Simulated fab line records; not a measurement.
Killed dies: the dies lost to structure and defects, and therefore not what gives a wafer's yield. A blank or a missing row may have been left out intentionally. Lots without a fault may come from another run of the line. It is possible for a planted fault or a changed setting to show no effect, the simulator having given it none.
Struck lot and sound lot, side by side / flow gf180mcu / 15 steps out of a route of 602
Sound: wafers L758.1, L758.2, L758.6. Wafers struck: L767.4, L767.5, L767.6. Last of all comes the cause.
Per side, at each step with rows, come the tool, then ch with its chambers, and then its first start. Under that, the readings that differ: sound wafers / struck wafers / difference of the means / sigmas: that difference in standard deviations of wafers without a fault.
alike: words and numbers the same on both sides, and readings whose means are apart by under 2 such deviations; not compared: readings that were withheld, readings missing a value for some wafer, numbers with overlapping values and no deviation given by the record, and bounds like >300 which may hide the same value.
A row with sigmas, a row that says differs or no value, or rows on one side alone: a step with any of these is where the two part. When numbers do not overlap yet have no deviation, they are printed without sigmas and do not part them. Lack of a reading on every wafer of one side parts them only where that side has two or more wafers.

first, 4 steps without rows for these wafers: GF_V1_SOFTBAKE_10 (time 60 s); GF_V1_EXPOSE_11 (exposes mask Via1, target cd 260 nm); GF_V1_PEB_12 (peb time 90 s); GF_V1_DEVELOP_13 (develop time 60 s).
GF_V1_CD_MEAS_14: target cd 260 nm.
  sound on cd_sem-01, day 18 09:38; struck on cd_sem-01, day 21 19:39
  alike: cd_nm
GF_V1_OVL_MEAS_15:
  sound on overlay-02, day 18 09:45; struck on overlay-02, day 21 19:44
  alike: V1_OVL
GF_V1_ETCH_16: etches BARC in N2/H2.
  sound on rie_diel-01 ch 0,1, day 18 09:47; struck on rie_diel-04 ch 0,3, day 21 19:45
  alike: drypump_motor_current_A, h2_flow_sccm, oes_product_au, throttle_valve_pct
GF_V1_ETCH_17: etches SiO2 in C4F8/O2/Ar, stops on TiN, target depth 630 nm.
  sound on rie_diel-01 ch 0,1; struck on rie_diel-04 ch 0,3
  alike: oes_product_au
GF_V1_STRIP_18: strips in O2/N2.
  sound on plasma_asher-04 ch 0,1, day 18 09:55; struck on plasma_asher-03 ch 0,1, day 21 19:55
  alike: drypump_motor_current_A, heater_power_w, oes_product_au
  not compared: rf_hours_counter_h
then, 2 steps without rows for these wafers: GF_V1_STRIP_19 (strips in post etch residue remover, time 1200 s); GF_V1_CLEAN_20 (cleans in DIW).
GF_V1_SPUTTER_21: material Ti, target thk 15 nm, time 80.02 s.
  sound on pvd_sputter-01, day 18 10:52; struck on pvd_sputter-01, day 21 20:25
  alike: chamber_pressure_pa, throttle_valve_pct
GF_V1_SPUTTER_22: material TiN, target thk 10 nm, time 40 s.
  sound on pvd_sputter-01, day 18 10:55; struck on pvd_sputter-01, day 21 20:28
reading=chamber_pressure_pa (Pa); sound=4.999 4.994 5.011; struck=3.613 3.599 3.570; difference=-1.407; sigmas=-99 or more
reading=throttle_valve_pct (%); sound=28.7 27.6 31.8; struck=34.9 32.8 34.3; difference=+4.6; sigmas=+4
reading=model.TiN_of_V1_SPUTTER_22.thk_nm (nm); sound=9.879 9.992 10.08; struck=13.28 13.2 13.06; difference=+3.20; sigmas=
GF_V1_CVD_23: deposits W, target thk 350 nm, time 105.05 s.
  sound on cvd_w-02 ch 0,1, day 18 10:58; struck on cvd_w-02 ch 0,1, day 21 20:33
  alike: heater_power_w
GF_PASSIVATION_PROBE_99:
  the record has rows for the sound wafers here (prober-01, day 29 07:11) and none for the struck ones

== WHERE THEY PART ==
Earliest at GF_V1_SPUTTER_22; latest, in this record, at GF_PASSIVATION_PROBE_99.

WHY: the cause the simulator had injected
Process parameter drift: pvd_sputter-01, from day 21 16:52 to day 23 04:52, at GF_V1_SPUTTER_22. Setting chamber_pressure_pa, moved by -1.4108, from 5. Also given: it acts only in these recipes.
